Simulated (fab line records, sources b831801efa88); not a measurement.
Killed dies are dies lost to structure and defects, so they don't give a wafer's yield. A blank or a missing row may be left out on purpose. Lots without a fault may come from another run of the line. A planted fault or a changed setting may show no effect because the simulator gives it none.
Which tool did it? | flow sky130 | 10 lots, 30 wafers sampled, at 6 steps of a route of 708

WHAT THE GAUGES READ, wafer by wafer
SKY_SONOS_ONO_OVL_MEAS_14.
lot  | measured     | on         | SONOS_ONO_OVL (nm)
L809 | day 13 01:26 | overlay-02 | 0.7 0.3 -0.8
L812 | day 13 22:55 | overlay-02 | -2.5 -0.1 -0.3
L814 | day 14 12:24 | overlay-02 | -1.8 0.4 -2.0
L818 | day 15 16:28 | overlay-02 | -3.1 0.1 -0.6
L819 | day 16 08:07 | overlay-01 | 0.8 0.1 -0.4
L826 | day 18 13:10 | overlay-01 | 0.1 -1.1 0.9
L827 | day 19 00:40 | overlay-01 | 0.3 0.7 -0.9
L829 | day 19 16:13 | overlay-02 | 0.2 0.1 -3.7
L831 | day 20 09:21 | overlay-02 | -1.4 0.1 0.0
L832 | day 20 15:12 | overlay-01 | 2.0 -0.4 0.2

SKY_POLY_GATE_THK_MEAS_01.
lot  | measured     | on            | POLY_GATE_CVD_00_THK (nm)
L809 | day 14 09:36 | film_metro-04 | 177.3 178.5 177.3
L812 | day 15 08:40 | film_metro-04 | 180.7 182.7 181.2
L814 | day 15 21:29 | film_metro-03 | 179.7 180.3 179.5
L818 | day 17 03:41 | film_metro-04 | 173.1 170.4 160.7
L819 | day 17 21:23 | film_metro-01 | 157.6 164.0 167.8
L826 | day 20 03:22 | film_metro-03 | 179.5 179.8 179.8
L827 | day 20 15:08 | film_metro-01 | 178.4 180.3 178.8
L829 | day 21 03:33 | film_metro-01 | 179.4 180.2 179.2
L831 | day 21 21:32 | film_metro-01 | 176.4 178.6 177.2
L832 | day 22 03:20 | film_metro-03 | 179.4 178.7 179.8

SKY_LOCAL_INTERCONNECT_OVL_MEAS_12.
lot  | measured     | on         | LOCAL_INTERCONNECT_OVL (nm)
L809 | day 30 16:20 | overlay-01 | 3 4 1
L812 | day 31 17:38 | overlay-02 | -3 0 -13
L814 | day 32 06:29 | overlay-01 | 3 6 -6
L818 | day 33 08:44 | overlay-01 | 7 -3 7
L819 | day 34 03:35 | overlay-02 | -3 -1 -2
L826 | day 36 01:10 | overlay-01 | 4 6 -1
L827 | day 36 13:05 | overlay-01 | 6 5 7
L829 | day 36 18:14 | overlay-02 | 9 14 13
L831 | day 37 11:14 | overlay-01 | 11 16 7
L832 | day 37 20:45 | overlay-02 | 12 10 17

WHICH TOOL RAN EACH LOT (tool, then ch and the chambers of the sampled wafers, then the start)
lot  | SKY_VT_ADJUST_LVTN_STRIP_20          | SKY_POLY_GATE_CVD_00        | SKY_POLY_GATE_ETCH_17
L809 | plasma_asher-01 ch 0,1, day 7 23:50  | lpcvd-01 ch 0, day 14 08:24 | rie_si-02 ch 0,1,3, day 16 20:26
L812 | plasma_asher-01 ch 1, day 8 16:47    | lpcvd-01 ch 1, day 15 07:28 | rie_si-02 ch 0,1,2, day 17 19:05
L814 | plasma_asher-03 ch 0,1, day 9 06:11  | lpcvd-01 ch 0, day 15 20:17 | rie_si-01 ch 0,1,2, day 18 10:10
L818 | plasma_asher-04 ch 0,1, day 10 05:21 | lpcvd-01 ch 0, day 17 02:29 | rie_si-01 ch 0,1,2, day 19 19:05
L819 | plasma_asher-04 ch 0,1, day 10 16:01 | lpcvd-01 ch 0, day 17 20:11 | rie_si-02 ch 1,2,3, day 20 12:14
L826 | plasma_asher-03 ch 0,1, day 12 13:56 | lpcvd-01 ch 0, day 20 02:10 | rie_si-01 ch 0,1,2, day 22 19:05
L827 | plasma_asher-03 ch 0,1, day 12 22:35 | lpcvd-01 ch 0, day 20 13:56 | rie_si-02 ch 1,2, day 23 07:05
L829 | plasma_asher-04 ch 0,1, day 13 10:04 | lpcvd-01 ch 0, day 21 02:20 | rie_si-02 ch 0,2, day 23 18:56
L831 | plasma_asher-03 ch 0,1, day 13 23:08 | lpcvd-01 ch 0, day 21 20:20 | rie_si-02 ch 1,2,3, day 24 11:44
L832 | plasma_asher-04 ch 0,1, day 14 07:38 | lpcvd-01 ch 0, day 22 02:08 | rie_si-01 ch 0,1,2, day 24 18:25
- SKY_VT_ADJUST_LVTN_STRIP_20: strips in O2/N2.
- SKY_POLY_GATE_CVD_00: deposits poly-Si, target thk 180 nm, time 720 s.
- SKY_POLY_GATE_ETCH_17: etches poly-Si in HBr/Cl2, stops on SiO2, target depth 180 nm, time 70.5 s.

WHAT THE TOOLS THEMSELVES READ (means of the sampled wafers that have a number; where no wafer has one, the mark that the record gives instead)
SKY_VT_ADJUST_LVTN_STRIP_20.
lot  | tool            | drypump_motor_current_A (A) | oes_product_au (a.u.) | strip_time_to_endpoint_s (s)
L809 | plasma_asher-01 | 5.8                         | 0.717                 | 14.28
L812 | plasma_asher-01 | 5.8                         | 0.718                 | 14.22
L814 | plasma_asher-03 | 5.9                         | 0.718                 | 14.20
L818 | plasma_asher-04 | 5.2                         | 0.716                 | 14.27
L819 | plasma_asher-04 | 5.5                         | 0.715                 | 14.15
L826 | plasma_asher-03 | 5.9                         | 0.716                 | 14.25
L827 | plasma_asher-03 | 5.9                         | 0.712                 | 14.21
L829 | plasma_asher-04 | 5.2                         | 0.713                 | 14.19
L831 | plasma_asher-03 | 5.9                         | 0.719                 | 14.15
L832 | plasma_asher-04 | 5.3                         | 0.718                 | 14.19

SKY_POLY_GATE_CVD_00.
lot  | tool     | pressure_mtorr (mTorr) | spike_tc_centre_C (C) | spike_tc_lower_C (C) | spike_tc_top_C (C) | spike_tc_upper_C (C) | susceptor_temp_C (C) | zone_power_centre_pct (%) | zone_power_lower_pct (%) | zone_power_upper_pct (%)
L809 | lpcvd-01 | 199.8                  | 620.6                 | 621.3                | 639.2              | 620.0                | 620.1                | 8.96                      | 9.1                      | 9.0
L812 | lpcvd-01 | 199.7                  | 620.6                 | 619.6                | 640.8              | 619.7                | 619.7                | 9.36                      | 7.8                      | 9.7
L814 | lpcvd-01 | 200.0                  | 620.5                 | 621.6                | 639.9              | 619.8                | 620.0                | 9.05                      | 9.2                      | 8.9
L818 | lpcvd-01 | 200.3                  | 597.7                 | 624.6                | 638.1              | 622.7                | 620.0                | 5.01                      | 11.2                     | 11.1
L819 | lpcvd-01 | 199.8                  | 598.0                 | 624.4                | 637.4              | 623.9                | 620.0                | 5.01                      | 11.2                     | 11.0
L826 | lpcvd-01 | 199.8                  | 619.8                 | 621.8                | 637.7              | 620.3                | 619.7                | 9.06                      | 9.1                      | 8.8
L827 | lpcvd-01 | 199.8                  | 620.2                 | 620.8                | 638.8              | 620.4                | 620.4                | 8.90                      | 9.1                      | 9.0
L829 | lpcvd-01 | 200.0                  | 620.5                 | 620.9                | 638.7              | 619.7                | 620.3                | 8.96                      | 9.2                      | 8.9
L831 | lpcvd-01 | 199.9                  | 621.0                 | 621.3                | 639.2              | 620.4                | 620.4                | 9.03                      | 9.1                      | 8.9
L832 | lpcvd-01 | 200.1                  | 620.6                 | 621.6                | 638.5              | 619.2                | 619.7                | 8.93                      | 9.0                      | 8.8

SKY_POLY_GATE_ETCH_17.
lot  | tool      | drypump_motor_current_A (A) | oes_product_au (a.u.) | throttle_valve_pct (%)
L809 | rie_si-02 | 5.9                         | 0.989                 | 33.688
L812 | rie_si-02 | 5.7                         | 0.998                 | 33.688
L814 | rie_si-01 | 5.9                         | 0.983                 | 33.675
L818 | rie_si-01 | 6.0                         | 0.943                 | 33.685
L819 | rie_si-02 | 5.9                         | 0.929                 | 33.685
L826 | rie_si-01 | 6.0                         | 0.985                 | 33.684
L827 | rie_si-02 | 6.0                         | 0.983                 | 33.687
L829 | rie_si-02 | 5.6                         | 0.995                 | 33.688
L831 | rie_si-02 | 6.0                         | 0.979                 | 33.680
L832 | rie_si-01 | 6.0                         | 0.977                 | 33.689

THE ANSWER, worked out from the rows above alone
Rule: what is usual is taken from the lots themselves. Put in order of their means at a reading, lots are off if they are a third of the lots or fewer, leave a main group of 4 or more, and stand apart from it by a gap of 3 or more times the standard deviation of the main group's means; of several such gaps the widest counts. A main group whose means are all the same, to the digits that the tables above print for the reading, isn't used. A lot without any number at a reading at which 4 lots or more have one is off too. The other lots that the step has rows for count as sound. The gauges are gone through in route order, then the tools' own readings, and for those a lot's mean is taken as printed above. The first step at which some lot is off is used, and at that step the reading that is off furthest; a lot without a number counts as furthest.
Off: L818, L819, at SKY_POLY_GATE_THK_MEAS_01 (POLY_GATE_CVD_00_THK). The main group: mean 179.3 nm, standard deviation 1.2.
A tool fits if, at a process step before that reading, it ran every lot that is off, and no sound lot after the first of them. The gauges at SKY_POLY_GATE_THK_MEAS_01 aren't tried: what is off there is off at SKY_POLY_GATE_CVD_00 too, on other tools, and a gauge's error can't cause that. None of those tried fits.

WHAT THE SIMULATOR HAD PUT IN
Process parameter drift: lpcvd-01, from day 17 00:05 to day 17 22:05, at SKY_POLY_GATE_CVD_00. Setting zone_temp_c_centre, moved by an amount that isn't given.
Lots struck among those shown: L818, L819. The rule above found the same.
